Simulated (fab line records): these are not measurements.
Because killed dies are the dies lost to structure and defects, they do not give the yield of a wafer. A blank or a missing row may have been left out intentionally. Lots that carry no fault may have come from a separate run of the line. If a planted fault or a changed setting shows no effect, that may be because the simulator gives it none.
fab line records | flow sky130
[record] lots = 6 | wafers = 18 | last_day = 50
route steps=708 shown VT_ADJUST_LVTN@116 VT_ADJUST_NCORE@119 PAD_OPEN@708
lots with no fault: from the same line, run without faults
start_h: hours from the record's first day to the start of the lot's first wafer shown | wait_h: hours elapsed since this lot's preceding step | " identical to the entry in the row above | L1.1+2: a single row standing in for several wafers | - no value, or no start given | * or withheld: withheld | < > ~ a bound
route shown NAME@n: NAME is a module with steps in the file, n the number in the route of the first one | usual: the fault-free wafers' mean and standard deviation | same: alike in all rows | chamber/n: place in a boat | sites: readings site by site | _std_site: their standard deviation | _edge_site: outer sites' mean less inner sites' | radius_mm: how far each site lies from the wafer's centre | mask NAME#n: copy n | behind: the last tool/chamber to shape the wafer | hold: why the lot went on hold/how many hours it stayed there/how the hold came to an end | device: whichever transistor did not switch (one of n, p or np) | end of line: the route-end tests of the same wafers | for a step that has no rows: nothing shown but its recipe | killed: the dies lost at the first sort to structure and to defects; this is not the yield of the wafer | map: a wafer's dies, x killed, . not, _ none there
set.NAME: the run value of the setting; set.NAME@STEP: its run value at that earlier step | model.NAME: the simulator's own value behind a step, which no gauge read
lots seen at some steps along the route; tables by step, rows by wafer
services: a tool's chamber out of use, with start hour (start_h, from the record's first day; less than 0 if before it), hours out, and reason
[[steps]]
[step SKY_VT_ADJUST_LVTN_IMPLANT_19]
[recipe] species = B | energy_kev = 30 | dose_cm2 = 6.5e+11 | tilt_deg = withheld
[step SKY_VT_ADJUST_LVTN_STRIP_20]
[recipe] chemistry = O2/N2 | power_w = 1400 | pressure_mtorr = 1500 | platen_temp_c = withheld | o2_flow_sccm = 3000 | n2_flow_sccm = 300 | overash_fraction = 0.5
[usual] drypump_motor_current_A = 5.7/0.57 | oes_product_au = 0.715/0.0049 | strip_time_to_endpoint_s = 14.19/0.043
lot.wafer | tool            | chamber | start_h | wait_h | drypump_motor_current_A | oes_product_au | rf_hours_counter_h | strip_time_to_endpoint_s
L353.2    | plasma_asher-04 | 1       | 181.66  | 0.1    | 6.1                     | 0.722          | 50                 | 14.22
L353.3    | "               | 0       | "       | "      | 5.8                     | 0.714          | -                  | 14.26
L353.4    | "               | 1       | "       | "      | 6.1                     | 0.720          | -                  | 14.23
L357.2    | plasma_asher-02 | 1       | 197.80  | 0.1    | 5.5                     | 0.717          | 50                 | 14.16
L357.4    | "               | 1       | "       | "      | 5.5                     | 0.713          | -                  | 14.21
L357.5    | "               | 0       | "       | "      | 4.9                     | 0.715          | -                  | 14.15
L361.1    | plasma_asher-02 | 1       | 220.66  | 0.1    | 5.5                     | 0.714          | 52                 | 14.19
L361.2    | "               | 0       | "       | "      | 4.9                     | 0.718          | 52                 | 14.19
L361.3    | "               | 0       | "       | "      | 4.9                     | 0.714          | -                  | 14.13
L369.4    | plasma_asher-04 | 1       | 276.03  | 0.1    | 6.1                     | 0.720          | -                  | 14.24
L369.5    | "               | 0       | "       | "      | 5.8                     | 0.710          | -                  | 14.25
L369.6    | "               | 1       | "       | "      | 6.1                     | 0.707          | -                  | 14.27
L371.2    | plasma_asher-04 | 0       | 290.95  | 0.1    | 5.8                     | 0.720          | 61                 | 14.18
L371.4    | "               | 1       | "       | "      | 6.1                     | 0.713          | -                  | 14.17
L371.6    | "               | 1       | "       | "      | 6.1                     | 0.706          | -                  | 14.22
L375.3    | plasma_asher-02 | 0       | 324.87  | 0.1    | 4.9                     | 0.704          | -                  | 14.25
L375.5    | "               | 0       | "       | "      | 4.8                     | 0.719          | -                  | 14.26
L375.6    | "               | 1       | "       | "      | 5.5                     | 0.723          | -                  | 14.22
[step SKY_VT_ADJUST_LVTN_TW_MEAS_21]
[usual] VT_ADJUST_LVTN_2_TW = 188.4/1.4
lot.wafer | tool          | chamber | start_h | wait_h | VT_ADJUST_LVTN_2_TW
L353.2    | film_metro-02 | -       | 181.77  | 0.1    | 187.7
L353.3    | "             | -       | "       | "      | 189.5
L353.4    | "             | -       | "       | "      | 188.3
L357.2    | film_metro-04 | -       | 197.91  | 0.1    | 186.9
L357.4    | "             | -       | "       | "      | 186.7
L357.5    | "             | -       | "       | "      | 186.6
L361.1    | film_metro-02 | -       | 220.76  | 0.1    | 189.2
L361.2    | "             | -       | "       | "      | 188.7
L361.3    | "             | -       | "       | "      | 188.2
L369.4    | film_metro-04 | -       | 276.13  | 0.1    | 187.9
L369.5    | "             | -       | "       | "      | 187.5
L369.6    | "             | -       | "       | "      | 187.0
L371.2    | film_metro-02 | -       | 291.06  | 0.1    | 186.4
L371.4    | "             | -       | "       | "      | 188.0
L371.6    | "             | -       | "       | "      | 188.2
L375.3    | film_metro-01 | -       | 324.95  | 0.1    | 190.2
L375.5    | "             | -       | "       | "      | 189.0
L375.6    | "             | -       | "       | "      | 190.3
[step SKY_VT_ADJUST_NCORE_DEHYDRATE_00]
[recipe] temp_c = 200 | time_s = 60
[step SKY_VT_ADJUST_NCORE_HMDS_01]
[recipe] prime_time_s = 60 | prime_temp_c = 120
[step SKY_VT_ADJUST_NCORE_COAT_02]
[recipe] resist = NOVOLAK | spin_rpm = 3000 | resist_thk_nm = 1140
[step SKY_VT_ADJUST_NCORE_SOFTBAKE_03]
[recipe] temp_c = 90 | time_s = 60 | resist = NOVOLAK
[step SKY_VT_ADJUST_NCORE_EXPOSE_04]
[recipe] mask_id = LVTN_COMPLEMENT_THIN | na = 0.6 | source_shape = conventional | sigma_outer = 0.6 | polarization = unpolarized | target_cd_nm = 380 | dose_mj = 139
[step SKY_VT_ADJUST_NCORE_PEB_05]
[recipe] temp_c = withheld | time_s = * | resist = NOVOLAK
[step SKY_VT_ADJUST_NCORE_DEVELOP_06]
[recipe] resist = NOVOLAK | developer = TMAH | develop_time_s = 60 | dev_temp_c = 23.72
[step SKY_VT_ADJUST_NCORE_CD_MEAS_07]
[recipe] target_cd_nm = 380
[usual] cd_nm = 379.7/2.6
lot.wafer | tool      | chamber | start_h | wait_h | cd_nm
L353.2    | cd_sem-02 | -       | 202.32  | 0.1    | 379.4
L353.3    | "         | -       | "       | "      | 380.0
L353.4    | "         | -       | "       | "      | 377.9
L357.2    | cd_sem-02 | -       | 219.59  | 0.1    | 373.9
L357.4    | "         | -       | "       | "      | 375.3
L357.5    | "         | -       | "       | "      | 376.5
L361.1    | cd_sem-02 | -       | 243.20  | 0.1    | 378.1
L361.2    | "         | -       | "       | "      | 378.5
L361.3    | "         | -       | "       | "      | 375.5
L369.4    | cd_sem-01 | -       | 301.76  | 0.1    | 380.3
L369.5    | "         | -       | "       | "      | 381.0
L369.6    | "         | -       | "       | "      | 380.2
L371.2    | cd_sem-01 | -       | 317.03  | 0.1    | 381.5
L371.4    | "         | -       | "       | "      | 382.7
L371.6    | "         | -       | "       | "      | 381.3
L375.3    | cd_sem-01 | -       | 351.04  | 0.1    | 380.6
L375.5    | "         | -       | "       | "      | 379.5
L375.6    | "         | -       | "       | "      | 381.3
[step SKY_VT_ADJUST_NCORE_OVL_MEAS_08]
[usual] VT_ADJUST_NCORE_OVL = -0.8/1.3
lot.wafer | tool       | chamber | start_h | wait_h | VT_ADJUST_NCORE_OVL[nm]
L353.2    | overlay-01 | -       | 202.42  | 0.1    | -0.8
L353.3    | "          | -       | "       | "      | -0.4
L353.4    | "          | -       | "       | "      | -0.2
L357.2    | overlay-02 | -       | 219.70  | 0.1    | 0.5
L357.4    | "          | -       | "       | "      | -1.8
L357.5    | "          | -       | "       | "      | -2.8
L361.1    | overlay-02 | -       | 243.32  | 0.1    | -2.9
L361.2    | "          | -       | "       | "      | -1.5
L361.3    | "          | -       | "       | "      | -2.1
L369.4    | overlay-01 | -       | 301.84  | 0.1    | 0.7
L369.5    | "          | -       | "       | "      | 1.1
L369.6    | "          | -       | "       | "      | -1.1
L371.2    | overlay-02 | -       | 317.14  | 0.1    | -2.1
L371.4    | "          | -       | "       | "      | 0.1
L371.6    | "          | -       | "       | "      | -1.7
L375.3    | overlay-01 | -       | 351.13  | 0.1    | 0.8
L375.5    | "          | -       | "       | "      | 0.9
L375.6    | "          | -       | "       | "      | 2.1
[step SKY_VT_ADJUST_NCORE_IMPLANT_09]
[recipe] species = B | energy_kev = 10 | dose_cm2 = 2.4e+12 | tilt_deg = withheld
[usual] beam_energy_keV = 9.9996/0.0027 | dose_ions_cm2 = 2.4005e+12/2.4e+09 | faraday_current_uA = 13.54/0.29
lot.wafer | tool         | chamber | start_h | wait_h | beam_energy_keV | dose_ions_cm2 | faraday_current_uA
L353.2    | implanter-03 | 0       | 202.48  | 0.0    | 9.9978          | 2.4032e+12    | 13.42
L353.3    | "            | 0       | "       | "      | 9.9938          | 2.3992e+12    | 13.49
L353.4    | "            | 0       | "       | "      | 9.9971          | 2.3988e+12    | 13.65
L357.2    | implanter-01 | 0       | 219.75  | 0.0    | 10.001          | 2.4006e+12    | 14.11
L357.4    | "            | 0       | "       | "      | 9.9997          | 2.4012e+12    | 13.74
L357.5    | "            | 0       | "       | "      | 10.001          | 2.397e+12     | 13.94
L361.1    | implanter-03 | 0       | 243.35  | 0.0    | 10.002          | 2.4006e+12    | 13.78
L361.2    | "            | 0       | "       | "      | 10.002          | 2.4003e+12    | 13.96
L361.3    | "            | 0       | "       | "      | 10.005          | 2.3997e+12    | 13.06
L369.4    | implanter-01 | 0       | 301.93  | 0.1    | 10.006          | 2.1846e+12    | 12.46
L369.5    | "            | 0       | "       | "      | 9.9993          | 2.1799e+12    | 12.36
L369.6    | "            | 0       | "       | "      | 10.002          | 2.1813e+12    | 12.65
L371.2    | implanter-01 | 0       | 317.20  | 0.0    | 10.003          | 2.1812e+12    | 11.57
L371.4    | "            | 0       | "       | "      | 9.9985          | 2.1801e+12    | 11.99
L371.6    | "            | 0       | "       | "      | 10.003          | 2.1799e+12    | 12.08
L375.3    | implanter-04 | 0       | 351.20  | 0.1    | 9.9994          | 2.4013e+12    | 13.69
L375.5    | "            | 0       | "       | "      | 10.002          | 2.4017e+12    | 14.37
L375.6    | "            | 0       | "       | "      | 9.9946          | 2.4053e+12    | 13.56
[step SKY_VT_ADJUST_NCORE_STRIP_10]
[recipe] chemistry = O2/N2 | power_w = 1400 | pressure_mtorr = 1500 | platen_temp_c = withheld | o2_flow_sccm = 3000 | n2_flow_sccm = 300 | overash_fraction = 0.5
[usual] drypump_motor_current_A = 5.9/0.53 | oes_product_au = 0.716/0.0042 | strip_time_to_endpoint_s = 14.20/0.045
lot.wafer | tool            | chamber | start_h | wait_h | drypump_motor_current_A | oes_product_au | rf_hours_counter_h | strip_time_to_endpoint_s
L353.2    | plasma_asher-01 | 1       | 202.60  | 0.1    | 5.5                     | 0.711          | 8                  | 14.15
L353.3    | "               | 0       | "       | "      | 6.6                     | 0.718          | -                  | 14.12
L353.4    | "               | 1       | "       | "      | 5.4                     | 0.712          | -                  | 14.17
L357.2    | plasma_asher-03 | 1       | 219.88  | 0.1    | 5.1                     | 0.722          | 41                 | 14.17
L357.4    | "               | 1       | "       | "      | 5.1                     | 0.715          | -                  | 14.18
L357.5    | "               | 1       | "       | "      | 5.1                     | 0.720          | -                  | 14.20
L361.1    | plasma_asher-04 | 0       | 243.50  | 0.1    | 5.8                     | 0.712          | 56                 | 14.17
L361.2    | "               | 1       | "       | "      | 6.1                     | 0.725          | 56                 | 14.19
L361.3    | "               | 0       | "       | "      | 5.8                     | 0.721          | -                  | 14.23
L369.4    | plasma_asher-01 | 1       | 302.04  | 0.1    | 5.5                     | 0.714          | -                  | 14.22
L369.5    | "               | 1       | "       | "      | 5.5                     | 0.716          | -                  | 14.26
L369.6    | "               | 0       | "       | "      | 6.6                     | 0.718          | -                  | 14.19
L371.2    | plasma_asher-04 | 1       | 317.32  | 0.1    | 6.1                     | 0.713          | 63                 | 14.25
L371.4    | "               | 0       | "       | "      | 5.8                     | 0.711          | -                  | 14.21
L371.6    | "               | 0       | "       | "      | 5.8                     | 0.709          | -                  | 14.22
L375.3    | plasma_asher-04 | 0       | 351.34  | 0.1    | 5.8                     | 0.714          | -                  | 14.17
L375.5    | "               | 0       | "       | "      | 5.7                     | 0.721          | -                  | 14.22
L375.6    | "               | 1       | "       | "      | 6.1                     | 0.717          | -                  | 14.21
[step SKY_VT_ADJUST_NCORE_TW_MEAS_11]
[usual] VT_ADJUST_NCORE_TW = 220.8/1.1
lot.wafer | tool          | chamber | start_h | wait_h | hold                     | VT_ADJUST_NCORE_TW
L353.2    | film_metro-02 | -       | 202.71  | 0.1    | -                        | 218.5
L353.3    | "             | -       | "       | "      | -                        | 218.1
L353.4    | "             | -       | "       | "      | -                        | 220.9
L357.2    | film_metro-01 | -       | 219.99  | 0.1    | -                        | 222.7
L357.4    | "             | -       | "       | "      | -                        | 222.8
L357.5    | "             | -       | "       | "      | -                        | 221.7
L361.1    | film_metro-02 | -       | 243.60  | 0.1    | -                        | 218.7
L361.2    | "             | -       | "       | "      | -                        | 219.1
L361.3    | "             | -       | "       | "      | -                        | 221.1
L369.4    | film_metro-03 | -       | 302.13  | 0.1    | await_dispo/0.2h/release | 215.6
L369.5    | "             | -       | "       | "      | await_dispo/0.2h/release | 216.0
L369.6    | "             | -       | "       | "      | await_dispo/0.2h/release | 215.3
L369.4    | film_metro-03 | -       | 302.36  | 0.2    | -                        | 215.6
L369.5    | "             | -       | "       | "      | -                        | 214.0
L369.6    | "             | -       | "       | "      | -                        | 215.8
L371.2    | film_metro-01 | -       | 317.43  | 0.1    | await_dispo/0.2h/release | 214.5
L371.4    | "             | -       | "       | "      | await_dispo/0.2h/release | 215.1
L371.6    | "             | -       | "       | "      | await_dispo/0.2h/release | 213.6
L371.2    | film_metro-01 | -       | 317.66  | 0.2    | -                        | 214.5
L371.4    | "             | -       | "       | "      | -                        | 214.3
L371.6    | "             | -       | "       | "      | -                        | 213.9
L375.3    | film_metro-01 | -       | 351.42  | 0.1    | -                        | 221.8
L375.5    | "             | -       | "       | "      | -                        | 220.9
L375.6    | "             | -       | "       | "      | -                        | 220.8
[step SKY_PAD_OPEN_PROBE_99]
[usual] killed_at_M0_to_M3 = 44/6.9 | killed_at_M4_up = 3.3/2 | killed_at_contacts = 25/5.4 | killed_at_front_end = 16/4.6 | killed_at_other = 0.2/0.51 | killed_dies = 88/8.9 | killed_open = 48/6.8 | killed_short = 39/5.8
[same] gross_dies = 492 | killed_at_back_side = 0
lot.wafer | tool      | chamber | start_h | wait_h | killed_at_M0_to_M3 | killed_at_M4_up | killed_at_contacts | killed_at_front_end | killed_at_other | killed_dies | killed_open | killed_short | model.etest.nfet_16v.r_on_ohm_um | model.etest.pfet_g5v0d10v5.r_on_ohm_um | model.etest.res_pwell_under_gate.rs_ohm_sq | model.etest.pfet_g5v0d10v5.drive_ua_um | model.etest.nfet_16v.drive_ua_um | model.etest.pfet_g5v0d10v5.off_log10_a_um | model.etest.pfet_g5v0d10v5.vt_sat_v | model.etest.pfet_16v.vt_v
L353.2    | prober-01 | -       | 1094.51 | 0.1    | 51                 | 4               | 25                 | 12                  | 0               | 92          | 53          | 39           | 1.432e+04                        | 4764                                   | 2307                                       | 340.5                                  | 219.4                            | -12.23                                    | -0.6177                             | -1.072
L353.3    | prober-01 | -       | 1094.56 | 0.2    | 34                 | 5               | 25                 | 18                  | 0               | 82          | 36          | 45           | 1.432e+04                        | 4856                                   | 2290                                       | 333.7                                  | 218                              | -12.53                                    | -0.6248                             | -1.087
L353.4    | prober-01 | -       | 1094.61 | 0.2    | 44                 | 5               | 27                 | 12                  | 1               | 89          | 50          | 39           | 1.452e+04                        | 4813                                   | 2311                                       | 336                                    | 213.8                            | -12.33                                    | -0.6161                             | -1.079
L357.2    | prober-01 | -       | 1113.62 | 0.1    | 54                 | 6               | 36                 | 24                  | 1               | 121         | 64          | 57           | 1.404e+04                        | 4677                                   | 2288                                       | 345.5                                  | 222.4                            | -12.66                                    | -0.6395                             | -1.098
L357.4    | prober-01 | -       | 1113.72 | 0.2    | 40                 | 4               | 19                 | 11                  | 1               | 75          | 43          | 31           | 1.402e+04                        | 4761                                   | 2292                                       | 341.4                                  | 220.3                            | -12.82                                    | -0.6617                             | -1.1
L357.5    | prober-01 | -       | 1113.77 | 0.2    | 51                 | 2               | 19                 | 22                  | 1               | 95          | 48          | 46           | 1.391e+04                        | 4690                                   | 2308                                       | 342.8                                  | 221.6                            | -12.68                                    | -0.6444                             | -1.108
L361.1    | prober-01 | -       | 1135.61 | 0.1    | 49                 | 7               | 20                 | 9                   | 0               | 85          | 47          | 34           | 1.409e+04                        | 4808                                   | 2281                                       | 338.2                                  | 223                              | -12.82                                    | -0.6616                             | -1.101
L361.2    | prober-01 | -       | 1135.66 | 0.1    | 42                 | 7               | 25                 | 16                  | 0               | 90          | 50          | 39           | 1.415e+04                        | 4655                                   | 2276                                       | 346.1                                  | 224                              | -12.57                                    | -0.647                              | -1.098
L361.3    | prober-01 | -       | 1135.71 | 0.2    | 51                 | 4               | 16                 | 14                  | 0               | 85          | 48          | 37           | 1.425e+04                        | 4751                                   | 2258                                       | 338.2                                  | 221.3                            | -12.65                                    | -0.6267                             | -1.084
L371.2    | prober-01 | -       | 1192.40 | 0.1    | 42                 | 0               | 28                 | 23                  | 1               | 94          | 51          | 42           | 1.384e+04                        | 4753                                   | 2315                                       | 341.3                                  | 232.2                            | -13.17                                    | -0.711                              | -1.165
L371.4    | prober-01 | -       | 1192.50 | 0.2    | 43                 | 7               | 26                 | 16                  | 2               | 94          | 49          | 42           | 1.382e+04                        | 4840                                   | 2314                                       | 339.7                                  | 231.4                            | -13.07                                    | -0.6979                             | -1.163
L371.6    | prober-01 | -       | 1192.60 | 0.2    | 43                 | 0               | 23                 | 14                  | 1               | 81          | 39          | 42           | 1.361e+04                        | 4778                                   | 2297                                       | 342.8                                  | 233.7                            | -13.25                                    | -0.7066                             | -1.167
L369.4    | prober-02 | -       | 1198.43 | 0.2    | 48                 | 4               | 30                 | 16                  | 1               | 99          | 55          | 44           | 1.402e+04                        | 4858                                   | 2335                                       | 332.7                                  | 218.5                            | -13.25                                    | -0.7054                             | -1.202
L369.5    | prober-02 | -       | 1198.48 | 0.2    | 37                 | 2               | 27                 | 17                  | 0               | 83          | 46          | 37           | 1.383e+04                        | 4938                                   | 2341                                       | 327.4                                  | 225                              | -13.4                                     | -0.7421                             | -1.202
L369.6    | prober-02 | -       | 1198.53 | 0.2    | 48                 | 5               | 23                 | 12                  | 0               | 88          | 54          | 34           | 1.394e+04                        | 4938                                   | 2347                                       | 327.3                                  | 221.4                            | -13.49                                    | -0.7722                             | -1.204
L375.3    | prober-02 | -       | 1201.31 | 0.2    | 51                 | 7               | 36                 | 9                   | 0               | 103         | 60          | 43           | 1.448e+04                        | 4758                                   | 2273                                       | 340.4                                  | 218                              | -12.5                                     | -0.6371                             | -1.106
L375.5    | prober-02 | -       | 1201.41 | 0.2    | 34                 | 3               | 42                 | 17                  | 0               | 96          | 47          | 48           | 1.425e+04                        | 4796                                   | 2252                                       | 341.4                                  | 220.8                            | -12.61                                    | -0.6597                             | -1.1
L375.6    | prober-02 | -       | 1201.46 | 0.2    | 37                 | 2               | 31                 | 7                   | 0               | 77          | 54          | 23           | 1.424e+04                        | 4714                                   | 2294                                       | 346.6                                  | 220.5                            | -12.54                                    | -0.6187                             | -1.099
// killed by level:class
L353.2 CONTACT:geometric_particle:open=15 VIA1:geometric_particle:open=11 VIA2:geometric_particle:open=9 METAL3:geometric_particle:short=7 VIA1:geometric_particle:short=5 LI_CONTACT:geometric_particle:open=4 METAL1:geometric_particle:short=4 VIA2:geometric_particle:short=4
L353.3 VIA1:geometric_particle:open=11 POLY_GATE:geometric_particle:short=10 CONTACT:geometric_particle:short=8 METAL1:geometric_particle:short=5 LOCAL_INTERCONNECT:geometric_particle:open=4 CONTACT:geometric_particle:open=4 VIA1:geometric_particle:short=4 FIELD_ISO:geometric_particle:short=3
L353.4 VIA1:geometric_particle:open=13 CONTACT:geometric_particle:open=10 LI_CONTACT:geometric_particle:open=8 VIA1:geometric_particle:short=8 VIA2:geometric_particle:open=6 METAL1:geometric_particle:short=4 VIA2:geometric_particle:short=4 VIA3:geometric_particle:open=4
L357.2 CONTACT:geometric_particle:open=19 VIA1:geometric_particle:open=10 FIELD_ISO:geometric_particle:short=8 METAL2:geometric_particle:short=8 VIA3:geometric_particle:open=7 VIA3:geometric_particle:short=7 POLY_GATE:geometric_particle:open=6 LI_CONTACT:geometric_particle:open=6
L357.4 CONTACT:geometric_particle:open=10 VIA1:geometric_particle:open=7 METAL1:geometric_particle:short=5 METAL2:geometric_particle:short=5 LI_CONTACT:geometric_particle:open=4 VIA3:geometric_particle:short=4 VIA3:geometric_particle:open=4 FIELD_ISO:geometric_particle:open=3
L357.5 CONTACT:geometric_particle:open=9 METAL2:geometric_particle:short=9 VIA1:geometric_particle:open=8 VIA2:geometric_particle:open=8 FIELD_ISO:geometric_particle:short=7 VIA2:geometric_particle:short=7 POLY_GATE:geometric_particle:open=5 METAL2:geometric_particle:open=5
L361.1 VIA1:geometric_particle:open=13 LI_CONTACT:geometric_particle:open=10 METAL1:geometric_particle:short=7 CONTACT:geometric_particle:open=6 VIA3:geometric_particle:open=6 FIELD_ISO:geometric_particle:open=5 METAL2:geometric_particle:short=5 VIA1:geometric_particle:short=5
L361.2 VIA1:geometric_particle:open=15 CONTACT:geometric_particle:open=11 FIELD_ISO:geometric_particle:open=8 VIA1:geometric_particle:short=7 METAL4:geometric_particle:short=6 LI_CONTACT:geometric_particle:open=6 METAL1:geometric_particle:short=5 METAL2:geometric_particle:short=4
L361.3 VIA1:geometric_particle:open=12 METAL1:geometric_particle:short=8 VIA2:geometric_particle:open=8 VIA3:geometric_particle:open=7 FIELD_ISO:geometric_particle:open=6 LI_CONTACT:geometric_particle:open=4 CONTACT:geometric_particle:short=4 VIA3:geometric_particle:short=3
L371.2 VIA1:geometric_particle:open=10 CONTACT:geometric_particle:short=8 VIA1:geometric_particle:short=8 CONTACT:geometric_particle:open=7 LI_CONTACT:geometric_particle:open=7 METAL2:geometric_particle:short=6 FIELD_ISO:geometric_particle:open=5 POLY_GATE:geometric_particle:open=5
L371.4 CONTACT:geometric_particle:open=13 VIA3:geometric_particle:short=8 LI_CONTACT:geometric_particle:open=7 VIA1:geometric_particle:open=7 FIELD_ISO:geometric_particle:open=6 METAL1:geometric_particle:short=5 METAL2:geometric_particle:short=5 FIELD_ISO:geometric_particle:short=4
L371.6 VIA1:geometric_particle:open=10 LI_CONTACT:geometric_particle:open=6 METAL2:geometric_particle:short=6 POLY_GATE:geometric_particle:open=5 CONTACT:geometric_particle:short=5 CONTACT:geometric_particle:open=5 METAL1:geometric_particle:short=5 VIA2:geometric_particle:open=5
L369.4 LI_CONTACT:geometric_particle:open=12 METAL1:geometric_particle:short=9 VIA3:geometric_particle:open=7 CONTACT:geometric_particle:open=7 VIA1:geometric_particle:open=7 VIA2:geometric_particle:open=7 POLY_GATE:geometric_particle:open=6 LI_CONTACT:geometric_particle:short=4
L369.5 CONTACT:geometric_particle:open=10 VIA1:geometric_particle:open=7 VIA3:geometric_particle:open=6 LI_CONTACT:geometric_particle:open=6 VIA1:geometric_particle:short=6 METAL1:geometric_particle:short=5 POLY_GATE:geometric_particle:short=4 POLY_GATE:geometric_particle:open=4
L369.6 VIA1:geometric_particle:open=10 VIA2:geometric_particle:open=8 VIA3:geometric_particle:open=7 CONTACT:geometric_particle:open=7 VIA1:geometric_particle:short=6 LI_CONTACT:geometric_particle:open=6 CONTACT:geometric_particle:short=6 POLY_GATE:geometric_particle:open=5
L375.3 CONTACT:geometric_particle:open=16 VIA1:geometric_particle:open=12 LI_CONTACT:geometric_particle:open=8 VIA2:geometric_particle:open=7 VIA3:geometric_particle:open=7 METAL3:geometric_particle:short=6 METAL4:geometric_particle:short=6 CONTACT:geometric_particle:short=5
L375.5 CONTACT:geometric_particle:open=15 LOCAL_INTERCONNECT:geometric_particle:short=8 LI_CONTACT:geometric_particle:open=7 VIA1:geometric_particle:open=7 POLY_GATE:geometric_particle:short=6 FIELD_ISO:geometric_particle:short=5 LI_CONTACT:geometric_particle:short=5 CONTACT:geometric_particle:short=5
L375.6 CONTACT:geometric_particle:open=12 VIA1:geometric_particle:open=11 VIA3:geometric_particle:open=10 LI_CONTACT:geometric_particle:open=9 VIA2:geometric_particle:open=5 CONTACT:geometric_particle:short=4 METAL3:geometric_particle:short=4 POLY_GATE:geometric_particle:open=3
[[services]]
tool            | chamber | start_h | hours | kind
implanter-03    | -       | 165.20  | 2.0   | repair
plasma_asher-02 | -       | 171.39  | 3.0   | repair
plasma_asher-02 | -       | 200.90  | 0.4   | repair
implanter-04    | -       | 244.68  | 2.1   | repair
implanter-01    | -       | 281.50  | 6.5   | pm
implanter-01    | -       | 318.72  | 9.6   | pm
plasma_asher-04 | -       | 321.85  | 14.6  | pm
implanter-04    | -       | 337.18  | 1.8   | repair
implanter-01    | -       | 346.42  | 2.4   | pm
implanter-03    | -       | 347.36  | 1.1   | repair
[[key]]
[first_sign] step = SKY_VT_ADJUST_NCORE_IMPLANT_09 | reading = dose_ions_cm2 | direction = down | sigmas = 92 | usual = * | struck = *
[effect] step = SKY_VT_ADJUST_NCORE_IMPLANT_09 | reading = faraday_current_uA | direction = down | sigmas = 4.7 | usual = 13.54 | struck = 12.18
[effect] step = SKY_VT_ADJUST_NCORE_TW_MEAS_11 | reading = visit | direction = added
[effect] step = SKY_VT_ADJUST_NCORE_TW_MEAS_11 | reading = VT_ADJUST_NCORE_TW | direction = down | sigmas = 5.2 | usual = 220.8 | struck = 215.0
[model_effect] step = SKY_PAD_OPEN_PROBE_99 | value = etest.nfet_16v.r_on_ohm_um | without = 1.423e+04 | struck = 1.384e+04
met_at SKY_VT_ADJUST_NCORE_IMPLANT_09
struck_wafers L369.4,L369.5,L369.6,L371.2,L371.4,L371.6
tester_left_out L369,L371
onset_between 219.75 301.93
[fault] kind = process_parameter_drift | tool = implanter-01 | chamber = - | onset_h = 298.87 | steps = SKY_VT_ADJUST_NCORE_IMPLANT_09 | channel = dose_cm2 | offset = * | shape = step | end_h = 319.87 | acts_in = * | stated = *
// tester_left_out: of these lots the tester's yield and bins aren't shown, on N5 and GAA mostly nor the transistor test; their killed dies are dies lost to structure and defects alone, not to doping, threshold or leakage, so they don't give the yield
